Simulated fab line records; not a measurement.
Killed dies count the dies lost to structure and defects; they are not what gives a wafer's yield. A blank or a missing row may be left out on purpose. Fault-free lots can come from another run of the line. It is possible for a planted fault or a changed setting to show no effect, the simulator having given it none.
Which tool is to blame? | flow sky130 | 33 wafers from 11 lots sampled at 4 of the route's 708 steps

## WHAT EACH GAUGE READ, for each wafer
SKY_VIA4_OVL_MEAS_11.
lot  | measured     | on         | VIA4_OVL (nm)
L411 | day 43 03:48 | overlay-02 | 0.0 0.6 -0.1
L412 | day 43 12:58 | overlay-01 | -0.6 -0.9 -0.6
L413 | day 43 16:13 | overlay-02 | 1.5 -0.3 1.9
L417 | day 44 22:40 | overlay-01 | -1.0 -2.5 -1.2
L415 | day 45 00:02 | overlay-01 | -0.7 -0.6 -1.3
L418 | day 45 02:34 | overlay-01 | 0.4 -1.5 -1.4
L420 | day 45 19:50 | overlay-02 | -2.0 -0.1 -0.3
L426 | day 47 06:57 | overlay-02 | -1.5 -0.4 -0.2
L431 | day 48 11:04 | overlay-02 | -1.6 -3.9 -0.9
L433 | day 48 16:54 | overlay-01 | -2.5 -0.4 -1.2
L432 | day 48 20:57 | overlay-01 | -3.5 -1.3 -0.5

SKY_VIA4_RS_MEAS_19: uses a four-point probe to measure.
lot  | measured     | on           | VIA4_W_RS (ohm/sq)
L411 | day 43 04:43 | filmMetro-04 | 0.2271 0.2237 0.2226
L412 | day 43 13:59 | filmMetro-02 | 0.2292 0.2252 0.2268
L413 | day 43 17:10 | filmMetro-01 | 0.2282 0.2270 0.2252
L417 | day 45 00:01 | filmMetro-02 | 0.2272 0.2271 0.2301
L415 | day 45 01:22 | filmMetro-01 | 0.2262 0.2277 0.2233
L418 | day 45 03:30 | filmMetro-01 | 0.2275 0.2271 0.2283
L420 | day 45 20:48 | filmMetro-04 | 0.2283 0.2287 0.2282
L426 | day 47 07:52 | filmMetro-01 | 0.2210 0.2216 0.2266
L431 | day 48 12:10 | filmMetro-04 | 0.2287 0.2220 0.2252
L433 | day 48 17:49 | filmMetro-02 | 0.2219 0.2240 0.2263
L432 | day 48 21:52 | filmMetro-04 | 0.2273 0.2302 0.2251

SKY_PASSIVATION_THK_MEAS_03.
lot  | measured     | on           | PASSIVATION_CVD_02_THK (nm)
L411 | day 44 05:25 | filmMetro-04 | 534 533 530
L412 | day 44 14:53 | filmMetro-03 | 541 542 546
L413 | day 44 17:40 | filmMetro-03 | 549 553 550
L417 | day 45 22:59 | filmMetro-03 | 615 545 618
L415 | day 46 01:04 | filmMetro-03 | 631 544 545
L418 | day 46 02:31 | filmMetro-03 | 629 622 560
L420 | day 46 19:50 | filmMetro-01 | 535 546 546
L426 | day 48 05:40 | filmMetro-04 | 530 540 547
L431 | day 49 08:46 | filmMetro-03 | 546 542 545
L433 | day 49 13:25 | filmMetro-03 | 534 537 544
L432 | day 49 17:22 | filmMetro-01 | 534 538 545

## EACH LOT AND THE TOOL THAT RAN IT (in order: tool; ch and the chambers of the sampled wafers; start)
lot  | SKY_PASSIVATION_CVD_02
L411 | pecvd-04 ch 0,1,2, day 44 05:11
L412 | pecvd-03 ch 0,2, day 44 14:39
L413 | pecvd-01 ch 0,2, day 44 17:19
L417 | pecvd-03 ch 0,1,2, day 45 22:45
L415 | pecvd-03 ch 0,1,2, day 46 00:50
L418 | pecvd-03 ch 1,2, day 46 02:17
L420 | pecvd-01 ch 0,1, day 46 19:37
L426 | pecvd-01 ch 0,1, day 48 05:26
L431 | pecvd-03 ch 0,2, day 49 08:32
L433 | pecvd-01 ch 0,1, day 49 13:12
L432 | pecvd-01 ch 0,1,2, day 49 17:09
- SKY_PASSIVATION_CVD_02: deposits Si3N4, target thk 540 nm.

## WHAT THE TOOLS THEMSELVES READ (means of the sampled wafers that have a number; where no wafer has one, the mark that the record gives instead)
SKY_PASSIVATION_CVD_02.
lot  | tool     | heaterPowerW (W)
L411 | pecvd-04 | 787
L412 | pecvd-03 | 595
L413 | pecvd-01 | 788
L417 | pecvd-03 | 660
L415 | pecvd-03 | 686
L418 | pecvd-03 | 651
L420 | pecvd-01 | 767
L426 | pecvd-01 | 771
L431 | pecvd-03 | 649
L433 | pecvd-01 | 752
L432 | pecvd-01 | 743

## THE ANSWER, worked out from the rows above alone
Rule: usual is defined by the lots themselves. The widest of any qualifying gaps counts: lots, ordered by their means at a reading, are off when they make up no more than a third of the lots, leave a main group of 4 or more, and stand apart from it by 3 or more times the standard deviation of that group's means. The tables above print the reading to a certain number of digits; a main group whose means all agree to those digits is not used. A lot without any number at a reading at which 4 lots or more have one is off too. The other lots that the step has rows for count as sound. Order of review: gauges by route order, followed by the tools' own readings, for which a lot's mean as printed above is used. The first step at which some lot is off is used, and at that step the reading that is off furthest; a lot without a number counts as furthest.
Off: L417, L415, L418, seen at SKY_PASSIVATION_THK_MEAS_03 (PASSIVATION_CVD_02_THK). The main group: mean 541 nm, standard deviation 5.
If a tool, at a process step before that reading, ran all the lots that are off and no sound lot after the first of them, it fits. The gauges at SKY_PASSIVATION_THK_MEAS_03 are tried like those tools. Of those tried, none fits.

## WHAT THE SIMULATOR HAD INSERTED
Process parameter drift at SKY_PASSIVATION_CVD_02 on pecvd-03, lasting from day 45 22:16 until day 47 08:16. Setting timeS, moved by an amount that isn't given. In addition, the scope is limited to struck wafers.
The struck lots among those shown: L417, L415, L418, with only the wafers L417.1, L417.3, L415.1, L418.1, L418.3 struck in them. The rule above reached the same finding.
